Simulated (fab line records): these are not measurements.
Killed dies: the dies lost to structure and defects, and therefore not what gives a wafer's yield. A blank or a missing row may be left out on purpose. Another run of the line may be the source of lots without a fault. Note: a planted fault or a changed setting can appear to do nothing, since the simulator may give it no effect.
Split-lot experiment | flow sfqLine | 27 wafers read across 5 lots, on a route 325 steps long

THE SPLIT ITSELF
At SFQ_TRILAYER_M6_BARC_OPEN_METAL_ETCH_206 (etches BARC in O2, target depth 125 nm, time 41.7 s), the setting timeS was moved away from the recipe's 41.7 s on 6 of the 27 wafers read, by -54.4% to +53.5%. For the rest of the wafers, this setting stayed at what the recipe calls for.

The file shows no step between the split and the reading.

THE READING
KrF_of_TRILAYER_M6_LITHO_COAT_159.thkNm (the simulator's own value, which no gauge read), in nm, at SFQ_TRILAYER_M6_ETCH_METAL_ETCH_162 (etches Nb in Cl2/Ar, stops on SiO2, target depth 240 nm, time 120 s). The file gives no usual value for it. The 21 wafers here that ran the recipe average 382.5 nm, standard deviation 3.5 nm.

wafer  | tool, chamber at the split | timeS as run, s | against the recipe | KrF_of_TRILAYER_M6_LITHO_COAT_159.thkNm, nm | against lot-mates on the recipe
L074.1 | rieMetal-04, 1             | 41.7            | recipe             | 379.7                                       | -
L074.2 | rieMetal-04, 0             | 64              | +53.5%             | 360.5                                       | -22.6
L074.3 | rieMetal-04, 0             | 64              | +53.5%             | 358.7                                       | -24.4
L074.4 | rieMetal-04, 1             | 41.7            | recipe             | 383.7                                       | -
L074.5 | rieMetal-04, 1             | 64              | +53.5%             | 358                                         | -25.1
L074.6 | rieMetal-04, 0             | 41.7            | recipe             | 385.8                                       | -
L077.1 | rieMetal-02, 1             | 41.7            | recipe             | 378.9                                       | -
L077.3 | rieMetal-02, 1             | 41.7            | recipe             | 380.7                                       | -
L077.4 | rieMetal-02, 0             | 41.7            | recipe             | 385.1                                       | -
L080.1 | rieMetal-02, 0             | 41.7            | recipe             | 381.8                                       | -
L080.2 | rieMetal-02, 1             | 41.7            | recipe             | 380.6                                       | -
L080.3 | rieMetal-02, 1             | 41.7            | recipe             | 380.3                                       | -
L080.4 | rieMetal-02, 0             | 41.7            | recipe             | 382.9                                       | -
L080.5 | rieMetal-02, 1             | 41.7            | recipe             | 380.1                                       | -
L080.6 | rieMetal-02, 0             | 41.7            | recipe             | 383.5                                       | -
L081.1 | rieMetal-03, 1             | 19              | -54.4%             | 401.2                                       | +23.6
L081.2 | rieMetal-03, 0             | 19              | -54.4%             | 408.1                                       | +30.5
L081.3 | rieMetal-03, 1             | 19              | -54.4%             | 400.1                                       | +22.5
L081.4 | rieMetal-03, 0             | 41.7            | recipe             | 380.1                                       | -
L081.5 | rieMetal-03, 0             | 41.7            | recipe             | 378.9                                       | -
L081.6 | rieMetal-03, 1             | 41.7            | recipe             | 373.9                                       | -
L085.1 | rieMetal-02, 1             | 41.7            | recipe             | 385.3                                       | -
L085.2 | rieMetal-02, 0             | 41.7            | recipe             | 388.1                                       | -
L085.3 | rieMetal-02, 1             | 41.7            | recipe             | 383.2                                       | -
L085.4 | rieMetal-02, 0             | 41.7            | recipe             | 387.9                                       | -
L085.5 | rieMetal-02, 0             | 41.7            | recipe             | 387.8                                       | -
L085.6 | rieMetal-02, 1             | 41.7            | recipe             | 384.8                                       | -

THE FIT
A straight line over all 27 wafers: KrF_of_TRILAYER_M6_LITHO_COAT_159.thkNm changes by -0.408 nm for each +1% of timeS; r = -0.95; the points scatter about the line by 3.5 nm.
The same after taking each lot's own level away (the mean of its wafers on the recipe; 27 wafers): -0.459 nm for each +1%; r = -0.98; scatter 2.3 nm.
Per that fit: largest timeS move, reading shift of 25 nm.
Across the lots, their own levels run from 377.63 to 386.18 nm, a range of 2.5 times the standard deviation given above.
Hence the slope depends on the lot-to-lot level, as the two fits are not the same.
Check: with one of the wafers moved furthest among these (-54.4%) left out of the fit, the line predicts +25.5 nm for it against its lot-mates. It came out at +23.6 nm against them.
Tool readings at the split's step, against how far the setting was moved: oesProductAu r = -0.84.

FURTHER SPLITS ON THESE WAFERS
Before the reading, these wafers also passed through other splits. Each is held against what the fit with the lots' levels taken away leaves over:
other split on the same wafers            | wafers away from the commonest value | r with KrF_of_TRILAYER_M6_LITHO_COAT_159.thkNm (lot level and that fit taken away)
SFQ_TRILAYER_R5_ETCH_METAL_ETCH_139 timeS | 6                                    | +0.10

THE WHOLE CHAIN: every reading that the file lists as answering this split, in the file's order
step                                     | what it does                                                        | reading                                                                                  | change (the file's fit)                                                              | r (the file's)
SFQ_TRILAYER_M6_BARC_OPEN_METAL_ETCH_206 | etches BARC in O2, target depth 125 nm, time 41.7 s                 | oesProductAu                                                                             | not straight: 1.003 at the lowest setting, 0.685 at the recipe, 0.641 at the highest | not given
SFQ_TRILAYER_M6_BARC_OPEN_METAL_ETCH_206 | etches BARC in O2, target depth 125 nm, time 41.7 s                 | KrF_of_TRILAYER_M6_LITHO_COAT_159.thkNm (the simulator's own value, which no gauge read) | -0.488 nm for each +1% of the setting                                                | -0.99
SFQ_TRILAYER_M6_ETCH_METAL_ETCH_162      | etches Nb in Cl2/Ar, stops on SiO2, target depth 240 nm, time 120 s | KrF_of_TRILAYER_M6_LITHO_COAT_159.thkNm (the simulator's own value, which no gauge read) | -0.458 nm for each +1% of the setting                                                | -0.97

THE FILE'S OWN FIT
KrF_of_TRILAYER_M6_LITHO_COAT_159.thkNm changes by -0.458 nm for each +1% of timeS, r = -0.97.
